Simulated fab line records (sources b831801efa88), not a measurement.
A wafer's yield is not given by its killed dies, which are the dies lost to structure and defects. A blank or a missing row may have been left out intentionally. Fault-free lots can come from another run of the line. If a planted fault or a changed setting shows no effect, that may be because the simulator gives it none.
Which tool was responsible? ; flow sky130 ; Sampling: 13 lots, 39 wafers, 5 of 708 route steps

== WHAT EACH GAUGE READ, for each wafer ==
SKY_SONOS_ONO_OVL_MEAS_14.
lot;measured;on;SONOS_ONO_OVL (nm)
L827;day 13 02:56;overlay-02;-1.0 0.9 0.3
L830;day 13 18:47;overlay-01;-0.6 -1.5 -0.3
L831;day 14 06:45;overlay-01;-0.9 -2.8 -2.7
L832;day 14 12:23;overlay-02;-1.4 -0.8 -0.5
L834;day 15 10:35;overlay-01;1.3 2.3 1.3
L835;day 15 18:58;overlay-02;-0.1 0.8 3.0
L836;day 16 00:35;overlay-02;1.1 -0.7 0.2
L838;day 16 18:05;overlay-02;0.1 0.6 4.2
L839;day 17 06:41;overlay-02;0.9 1.5 -1.3
L840;day 17 08:53;overlay-02;2.1 0.7 2.7
L841;day 17 22:41;overlay-02;1.0 1.9 1.3
L843;day 18 08:20;overlay-02;0.4 0.1 0.8
L845;day 18 20:50;overlay-02;-0.8 -2.0 -1.0

SKY_LDD_P_TW_MEAS_11.
lot;measured;on;LDD_P_TW
L827;day 19 13:28;filmMetro-02;634 629 629
L830;day 20 12:23;filmMetro-02;633 632 634
L831;day 20 21:40;filmMetro-04;625 627 624
L832;day 21 04:01;filmMetro-04;633 632 626
L834;day 22 02:20;filmMetro-03;646 644 644
L835;day 22 14:28;filmMetro-03;640 643 643
L836;day 22 19:32;filmMetro-02;631 634 631
L838;day 23 15:28;filmMetro-02;630 630 630
L839;day 24 03:35;filmMetro-04;625 621 620
L840;day 24 05:13;filmMetro-04;622 621 626
L841;day 24 19:28;filmMetro-03;637 638 638
L843;day 25 03:53;filmMetro-03;322 317 315
L845;day 25 13:10;filmMetro-03;313 317 319

SKY_SD_P_TW_MEAS_11.
lot;measured;on;SD_P_TW
L827;day 25 23:56;filmMetro-03;2868 2867 2861
L830;day 26 21:55;filmMetro-04;2796 2798 2794
L831;day 27 06:39;filmMetro-03;2878 2869 2883
L832;day 27 12:31;filmMetro-01;2822 2833 2827
L834;day 28 08:25;filmMetro-01;2831 2822 2828
L835;day 28 20:34;filmMetro-04;2773 2787 2775
L836;day 28 21:47;filmMetro-03;2873 2849 2859
L838;day 29 16:11;filmMetro-03;2857 2861 2861
L839;day 31 02:28;filmMetro-04;2794 2803 2792
L840;day 31 02:32;filmMetro-03;2875 2866 2862
L841;day 31 02:59;filmMetro-01;2805 2815 2816
L843;day 31 05:56;filmMetro-04;2808 2809 2804
L845;day 31 11:23;filmMetro-01;2805 2819 2802

SKY_SD_N_RS_MEAS_17: a four-point-probe measurement.
lot;measured;on;SD_P_RS (ohm/sq)
L827;day 28 09:43;filmMetro-04;147.0 147.1 146.7
L830;day 29 04:43;filmMetro-01;146.7 146.8 146.9
L831;day 29 14:17;filmMetro-03;147.5 147.6 147.2
L832;day 29 19:13;filmMetro-03;146.5 146.2 146.6
L834;day 30 18:01;filmMetro-01;147.0 147.1 147.3
L835;day 31 06:15;filmMetro-01;146.7 146.8 146.7
L836;day 31 07:27;filmMetro-03;147.1 146.9 147.2
L838;day 32 00:35;filmMetro-01;146.1 146.7 146.4
L839;day 33 09:39;filmMetro-01;146.8 147.3 147.4
L840;day 33 10:10;filmMetro-04;146.7 146.1 146.7
L841;day 33 10:26;filmMetro-01;147.2 147.0 146.5
L843;day 33 13:05;filmMetro-03;147.2 147.2 147.6
L845;day 33 17:38;filmMetro-03;146.9 146.9 147.4

== WHICH TOOL RAN EACH LOT (tool, then ch and the chambers of the sampled wafers, then the start) ==
lot;SKY_LDD_P_IMPLANT_09
L827;implanter-02 ch 0, day 19 13:13
L830;implanter-02 ch 0, day 20 12:08
L831;implanter-01 ch 0, day 20 21:28
L832;implanter-02 ch 0, day 21 03:46
L834;implanter-02 ch 0, day 22 02:05
L835;implanter-04 ch 0, day 22 14:16
L836;implanter-04 ch 0, day 22 19:19
L838;implanter-02 ch 0, day 23 15:14
L839;implanter-01 ch 0, day 24 03:22
L840;implanter-02 ch 0, day 24 04:58
L841;implanter-04 ch 0, day 24 19:14
L843;implanter-01 ch 0, day 25 03:40
L845;implanter-01 ch 0, day 25 12:56
- SKY_LDD_P_IMPLANT_09

== AS READ BY THE TOOLS THEMSELVES (means over the sampled wafers that have a number; for cases with no such wafer, the mark the record gives instead) ==
SKY_LDD_P_IMPLANT_09.
lot;tool;beamOnS (s);doseIonsCm2;faradayCurrentUA
L827;implanter-02;10.00;9.996e+12;56.3
L830;implanter-02;9.97;1.000e+13;56.7
L831;implanter-01;9.92;1.000e+13;56.8
L832;implanter-02;9.77;9.992e+12;57.7
L834;implanter-02;10.09;1.000e+13;55.9
L835;implanter-04;10.00;1.000e+13;56.4
L836;implanter-04;10.01;1.000e+13;56.3
L838;implanter-02;10.11;9.991e+12;55.9
L839;implanter-01;10.01;9.989e+12;56.5
L840;implanter-02;10.05;9.988e+12;56.2
L841;implanter-04;10.14;9.997e+12;55.8
L843;implanter-01;10.18;9.810e+11;5.5
L845;implanter-01;9.97;9.863e+11;5.7

== THE ANSWER, worked out from the rows above alone ==
Rule: the usual values come from the lots themselves. Put in order of their means at a reading, lots are off if they are a third of the lots or fewer, leave a main group of 4 or more, and stand apart from it by a gap of 3 or more times the standard deviation of the main group's means; of several such gaps the widest counts. A main group is skipped when, at the precision printed for the reading in the tables above, its means are all equal. Also off: a lot with no number at a reading for which 4 or more lots have one. Where the step has rows for the other lots, those lots are counted as sound. Order of review: gauges by route order, followed by the tools' own readings, for which a lot's mean as printed above is used. At the first step where some lot is off, the reading lying furthest off is the one used; lots without a number count as furthest.
Off: at SKY_LDD_P_TW_MEAS_11 (LDD_P_TW), L843, L845. Main group: mean 632, sd 6.9.
A tool fits if, at a process step before that reading, it ran every lot that is off, and no sound lot after the first of them. The gauges at SKY_LDD_P_TW_MEAS_11 aren't tried: what is off there is off at SKY_LDD_P_IMPLANT_09 too, on other tools, and a gauge's error can't cause that. One candidate fits, namely implanter-01 at SKY_LDD_P_IMPLANT_09. Its last sound lot is L839 (day 24 03:22), its first lot that is off L843 (day 25 03:40): a fault that began between those two fits.
The tool's own readings at SKY_LDD_P_IMPLANT_09 bear it out: on the lots that are off they differ by more than 5 times the standard deviation of the sound lots' means. doseIonsCm2 reads 9.836e+11 there against 9.996e+12 on the sound lots; faradayCurrentUA reads 5.6 there against 56.4 on the sound lots.

== WHAT WAS PUT IN BY THE SIMULATOR ==
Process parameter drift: implanter-01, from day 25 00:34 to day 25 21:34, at SKY_LDD_P_IMPLANT_09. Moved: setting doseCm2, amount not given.
Struck lots among those shown: L843, L845. This agrees with what the rule above found.
